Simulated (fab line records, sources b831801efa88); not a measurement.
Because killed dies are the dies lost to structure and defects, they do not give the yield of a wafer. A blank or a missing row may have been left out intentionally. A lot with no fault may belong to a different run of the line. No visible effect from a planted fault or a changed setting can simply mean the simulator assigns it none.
fab line records	flow sfq_line
record: lots: 13	wafers: 39	last_day: 75
route steps=325 shown M6@252
lots that met no fault: from a run of the same line without faults
start_h: start of the lot's first displayed wafer, in hours after the record's first day	wait_h: hours elapsed since this lot's preceding step	" the same as in the row above	L1.1+2: a row that stands for several wafers	- no value present, or no start provided	* or withheld: withheld	< > ~ a bound
route shown NAME@n: NAME is a module with steps in the file, n the number in the route of the first one	usual: the fault-free wafers' mean and standard deviation	same: alike in all rows	chamber/n: place in a boat	sites: each site's reading	_std_site: how widely they spread, as a standard deviation	_edge_site: the outer-site mean with the inner-site mean subtracted	radius_mm: how far each site lies from the wafer's centre	mask NAME#n: copy n	behind: the most recent tool/chamber to have shaped the wafer	hold: why the lot was held/for how many hours/how that ended	device: which transistor (n, p or np) failed to switch	end of line: the route-end tests of the same wafers	a step without rows: its recipe alone	killed: count of dies lost to structure and defects at first sort (not the wafer's yield)	map: a wafer's dies, x killed, . not, _ none there
set.NAME: setting as actually run; set.NAME@STEP: the setting as run at that earlier step	model.NAME: the simulator's own value behind a step, which no gauge read
route steps across a sampled set of lots; one table per step, one row per wafer
services: a tool's chamber out of use, with start hour (start_h, from the record's first day; less than 0 if before it), hours out, and reason
== steps ==
step: SFQ_TRILAYER_M6_DEP_SPUTTER_157
recipe: material: Nb	base_pressure_pa: 1.33e-06	chamber_pressure_pa: 0.1333	substrate_temp_c: 20	target_thk_nm: 200	power_w: 2000	time_s: 133.3
usual: base_pressure_pa: 1.33e-06/1e-07	cathode_dc_power_W: 2000.0/0.37	throttle_valve_pct: 30.4/1
same: time_s: 133.3
lot.wafer	tool	chamber	start_h	wait_h	base_pressure_pa	cathode_dc_power_W	throttle_valve_pct
L173.3	pvd_sputter-05	-	1250.94	0.0	1.52e-06	1999.3	29.9
L173.4	"	-	"	"	1.42e-06	1999.9	30.7
L173.5	"	-	"	"	1.36e-06	1999.5	30.0
L174.4	pvd_sputter-06	-	1267.74	0.0	1.32e-06	2000.3	32.6
L174.5	"	-	"	"	1.32e-06	1999.5	32.2
L174.6	"	-	"	"	1.19e-06	2000.1	31.3
L176.1	pvd_sputter-03	-	1302.74	0.0	1.18e-06	2000.5	29.9
L176.3	"	-	"	"	1.4e-06	2000.4	28.9
L176.6	"	-	"	"	1.35e-06	2000.3	30.0
L177.1	pvd_sputter-05	-	1307.75	0.0	1.46e-06	2000.2	29.9
L177.2	"	-	"	"	1.36e-06	1999.8	29.9
L177.5	"	-	"	"	1.26e-06	2000.2	31.0
L179.2	pvd_sputter-03	-	1321.23	0.0	1.28e-06	1999.7	30.2
L179.3	"	-	"	"	1.39e-06	1999.7	29.1
L179.5	"	-	"	"	1.26e-06	2000.6	30.0
L181.1	pvd_sputter-03	-	1328.26	0.0	1.32e-06	2000.2	29.1
L181.2	"	-	"	"	1.38e-06	1999.5	29.6
L181.3	"	-	"	"	1.32e-06	1999.6	30.1
L182.1	pvd_sputter-05	-	1336.06	0.0	1.33e-06	1999.8	31.2
L182.3	"	-	"	"	1.53e-06	1999.7	29.9
L182.6	"	-	"	"	1.43e-06	2000.1	29.8
L185.1	pvd_sputter-06	-	1421.66	0.0	1.28e-06	1998.7	31.0
L185.2	"	-	"	"	1.42e-06	1999.3	31.0
L185.3	"	-	"	"	1.19e-06	1999.8	31.2
L186.2	pvd_sputter-05	-	1422.87	0.0	1.1e-06	2000.4	30.2
L186.4	"	-	"	"	1.39e-06	1999.5	29.9
L186.6	"	-	"	"	1.32e-06	2000.4	30.9
L190.1	pvd_sputter-05	-	1441.98	0.0	1.31e-06	2000.5	30.8
L190.3	"	-	"	"	1.33e-06	1999.9	31.1
L190.5	"	-	"	"	1.44e-06	1999.6	29.7
L192.2	pvd_sputter-03	-	1479.95	0.0	1.3e-06	2000.1	29.2
L192.3	"	-	"	"	1.33e-06	1999.4	29.8
L192.4	"	-	"	"	1.5e-06	1999.8	28.7
L194.1	pvd_sputter-03	-	1501.48	0.0	1.28e-06	1999.9	29.1
L194.3	"	-	"	"	1.31e-06	1601.2	28.5
L194.6	"	-	"	"	1.36e-06	2000.1	30.0
L196.1	pvd_sputter-05	-	1542.52	0.0	1.4e-06	1999.8	31.0
L196.2	"	-	"	"	1.43e-06	2000.6	30.0
L196.3	"	-	"	"	1.39e-06	1999.5	30.1
step: SFQ_M6_RS_MEAS_938
recipe: thk_meas_gauge: four-point-probe	reads: Nb_of_TRILAYER_M6_DEP_SPUTTER_157
usual: M6_NB_RS: 0.893/0.0097
lot.wafer	tool	chamber	start_h	wait_h	hold	M6_NB_RS[ohm/sq]
L173.3	film_metro-03	-	1251.07	0.1	-	0.885
L173.4	"	-	"	"	-	0.880
L173.5	"	-	"	"	-	0.879
L174.4	film_metro-02	-	1267.89	0.1	-	0.901
L174.5	"	-	"	"	-	0.894
L174.6	"	-	"	"	-	0.899
L176.1	film_metro-03	-	1302.83	0.0	-	0.891
L176.3	"	-	"	"	-	0.882
L176.6	"	-	"	"	-	0.887
L177.1	film_metro-03	-	1307.84	0.0	-	0.878
L177.2	"	-	"	"	-	0.902
L177.5	"	-	"	"	-	0.907
L179.2	film_metro-02	-	1321.34	0.1	-	0.873
L179.3	"	-	"	"	-	0.884
L179.5	"	-	"	"	-	0.882
L181.1	film_metro-03	-	1328.35	0.0	-	0.898
L181.2	"	-	"	"	-	0.893
L181.3	"	-	"	"	-	0.880
L182.1	film_metro-04	-	1336.15	0.0	-	0.905
L182.3	"	-	"	"	-	0.883
L182.6	"	-	"	"	-	0.886
L185.1	film_metro-04	-	1421.75	0.0	-	0.879
L185.2	"	-	"	"	-	0.895
L185.3	"	-	"	"	-	0.892
L186.2	film_metro-03	-	1422.99	0.1	-	0.896
L186.4	"	-	"	"	-	0.892
L186.6	"	-	"	"	-	0.892
L190.1	film_metro-03	-	1442.08	0.0	-	0.894
L190.3	"	-	"	"	-	0.910
L190.5	"	-	"	"	-	0.901
L192.2	film_metro-04	-	1480.06	0.1	-	0.897
L192.3	"	-	"	"	-	0.898
L192.4	"	-	"	"	-	0.886
L194.1	film_metro-03	-	1501.57	0.0	await_dispo/0.2h/release	0.888
L194.3	"	-	"	"	await_dispo/0.2h/release	1.089
L194.6	"	-	"	"	await_dispo/0.2h/release	0.884
L194.1	film_metro-03	-	1501.86	0.3	-	0.892
L194.3	"	-	"	"	-	1.088
L194.6	"	-	"	"	-	0.884
L196.1	film_metro-02	-	1542.61	0.0	-	0.883
L196.2	"	-	"	"	-	0.892
L196.3	"	-	"	"	-	0.881
step: SFQ_TRILAYER_M6_ETCH_METAL_ETCH_162
recipe: target: Nb	stop_on: SiO2	mask_material: PR	chemistry: Cl2/Ar	target_depth_nm: 240	icp_w: 600	bias_w: 80	pressure_mtorr: 10	time_s: 120
usual: bias_w: 79.98/0.24	drypump_motor_current_A: 5.85/0.19	oes_product_au: 0.892/0.0075
same: time_s: 120
lot.wafer	tool	chamber	start_h	wait_h	bias_w	drypump_motor_current_A	oes_product_au	rf_hours_counter_h
L173.3	rie_metal-02	1	1254.81	0.1	80.04	6.25	0.894	-
L173.4	"	0	"	"	80.05	5.60	0.897	-
L173.5	"	0	"	"	80.01	5.63	0.898	-
L174.4	rie_metal-02	0	1270.54	0.2	79.82	5.61	0.877	-
L174.5	"	0	"	"	80.05	5.61	0.891	-
L174.6	"	0	"	"	79.89	5.62	0.883	-
L176.1	rie_metal-03	0	1305.48	0.0	80.18	5.88	0.891	88
L176.3	"	1	"	"	79.94	5.95	0.903	-
L176.6	"	0	"	"	80.24	5.94	0.895	-
L177.1	rie_metal-01	1	1311.07	0.0	79.86	5.88	0.900	30
L177.2	"	0	"	"	80.03	5.75	0.889	72
L177.5	"	1	"	"	80.04	5.86	0.890	-
L179.2	rie_metal-03	0	1323.98	0.0	79.93	5.84	0.904	90
L179.3	"	1	"	"	80.32	5.96	0.902	-
L179.5	"	0	"	"	79.72	5.79	0.903	-
L181.1	rie_metal-02	0	1333.55	0.0	79.93	5.63	0.899	30
L181.2	"	1	"	"	80.53	6.25	0.893	5
L181.3	"	0	"	"	79.88	5.62	0.897	-
L182.1	rie_metal-03	0	1338.68	0.0	79.77	5.87	0.886	93
L182.3	"	1	"	"	80.19	5.94	0.904	-
L182.6	"	0	"	"	79.92	5.88	0.892	-
L185.1	rie_metal-02	0	1431.30	0.0	80.17	5.61	0.902	41
L185.2	"	1	"	"	79.41	6.24	0.887	16
L185.3	"	1	"	"	79.65	6.22	0.894	-
L186.2	rie_metal-01	1	1432.50	0.0	79.92	5.84	0.897	44
L186.4	"	0	"	"	80.13	5.74	0.889	-
L186.6	"	1	"	"	79.86	5.85	0.893	-
L190.1	rie_metal-03	1	1444.60	0.0	79.88	5.96	0.881	145
L190.3	"	1	"	"	79.85	5.96	0.884	-
L190.5	"	1	"	"	79.60	5.96	0.889	-
L192.2	rie_metal-01	1	1483.59	0.0	79.54	5.86	0.884	52
L192.3	"	0	"	"	80.32	5.77	0.891	-
L192.4	"	1	"	"	80.31	5.88	0.902	-
L194.1	rie_metal-03	0	1512.15	0.1	80.19	5.85	0.892	115
L194.3	"	0	"	"	80.18	5.81	0.806	-
L194.6	"	0	"	"	79.67	5.84	0.905	-
L196.1	rie_metal-02	1	1545.14	0.0	80.09	6.22	0.903	29
L196.2	"	0	"	"	80.05	5.60	0.890	56
L196.3	"	0	"	"	79.88	5.60	0.893	-
== services ==
tool	chamber	start_h	hours	kind
pvd_sputter-06	-	1252.16	1.0	repair
pvd_sputter-06	-	1253.00	1.3	repair
rie_metal-02	1	1266.53	-	clean
rie_metal-02	1	1266.53	-	consumable_replace:focus_ring
rie_metal-02	1	1266.53	23.1	scheduled_down
rie_metal-02	1	1266.53	23.1	vent_cycle
pvd_sputter-06	-	1270.74	1.5	repair
pvd_sputter-05	0	1271.97	-	consumable_replace:kit
pvd_sputter-05	0	1271.97	18.0	scheduled_down
pvd_sputter-05	0	1271.97	18.0	vent_cycle
pvd_sputter-06	1	1355.66	-	consumable_replace:kit
pvd_sputter-06	1	1355.66	18.0	scheduled_down
pvd_sputter-06	1	1355.66	18.0	vent_cycle
pvd_sputter-06	-	1399.72	5.6	repair
rie_metal-02	1	1434.59	2.9	repair
pvd_sputter-06	-	1442.19	3.7	repair
pvd_sputter-06	-	1476.64	1.7	repair
pvd_sputter-05	-	1478.21	1.8	repair
rie_metal-03	1	1494.38	-	clean
rie_metal-03	1	1494.38	-	consumable_replace:focus_ring
rie_metal-03	1	1494.38	19.6	scheduled_down
rie_metal-03	1	1494.38	19.6	vent_cycle
pvd_sputter-05	-	1510.06	10.2	repair
rie_metal-01	1	1531.44	5.1	repair
== key ==
first_sign: step: SFQ_TRILAYER_M6_DEP_SPUTTER_157	reading: cathode_dc_power_W	direction: down	sigmas: 99+	usual: 2000.0	struck: 1601.2
effect: step: SFQ_M6_RS_MEAS_938	reading: visit	direction: added
effect: step: SFQ_M6_RS_MEAS_938	reading: M6_NB_RS	direction: up	sigmas: 20	usual: 0.893	struck: 1.089
effect: step: SFQ_TRILAYER_M6_ETCH_METAL_ETCH_162	reading: oes_product_au	direction: down	sigmas: 12	usual: 0.892	struck: 0.806
met_at SFQ_TRILAYER_M6_DEP_SPUTTER_157
struck_lots L194
struck_wafers L194.3
onset_between 1479.95 1501.48
fault: kind: process_parameter_drift	tool: pvd_sputter-03	chamber: -	onset_h: 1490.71	steps: SFQ_TRILAYER_M6_DEP_SPUTTER_157	channel: power_w	offset: -398.5	shape: step	end_h: 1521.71	acts_in: these_recipes_only	stated: 2000	scope: struck_wafers_only
